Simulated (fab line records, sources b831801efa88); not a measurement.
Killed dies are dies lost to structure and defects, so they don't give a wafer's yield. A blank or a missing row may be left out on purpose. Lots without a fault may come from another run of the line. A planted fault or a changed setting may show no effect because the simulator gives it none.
Which tool did it? | flow gf180mcu | 6 lots, 18 wafers sampled, at 2 steps of a route of 602

WHAT THE GAUGES READ, wafer by wafer
GF_V4_RS_MEAS_24: measures by four-point-probe.
lot  | measured     | on            | V4_W_RS (ohm/sq)
L868 | day 25 06:06 | film_metro-03 | 0.321 0.325 0.329
L872 | day 26 19:59 | film_metro-04 | 0.323 0.322 0.322
L877 | day 28 10:52 | film_metro-02 | 0.327 0.326 0.325
L879 | day 28 20:23 | film_metro-02 | 0.324 0.326 0.325
L882 | day 29 14:19 | film_metro-04 | 0.332 0.327 0.327
L885 | day 30 02:29 | film_metro-04 | 0.332 0.331 0.334

WHICH TOOL RAN EACH LOT (tool, then ch and the chambers of the sampled wafers, then the start)
lot  | GF_V4_SPUTTER_21
L868 | pvd_sputter-01, day 25 05:53
L872 | pvd_sputter-01, day 26 19:47
L877 | pvd_sputter-04, day 28 10:39
L879 | pvd_sputter-02, day 28 20:07
L882 | pvd_sputter-02, day 29 14:06
L885 | pvd_sputter-01, day 30 02:17
- GF_V4_SPUTTER_21: material Ti, target thk 15 nm, time 80.02 s.

THE ANSWER, worked out from the rows above alone
Rule: what is usual is taken from the lots themselves. Put in order of their means at a reading, lots are off if they are a third of the lots or fewer, leave a main group of 4 or more, and stand apart from it by a gap of 3 or more times the standard deviation of the main group's means; of several such gaps the widest counts. A main group whose means are all the same, to the digits that the tables above print for the reading, isn't used. A lot without any number at a reading at which 4 lots or more have one is off too. The other lots that the step has rows for count as sound.
No lot is off at any reading shown: from this, nothing can be told.

WHAT THE SIMULATOR HAD PUT IN
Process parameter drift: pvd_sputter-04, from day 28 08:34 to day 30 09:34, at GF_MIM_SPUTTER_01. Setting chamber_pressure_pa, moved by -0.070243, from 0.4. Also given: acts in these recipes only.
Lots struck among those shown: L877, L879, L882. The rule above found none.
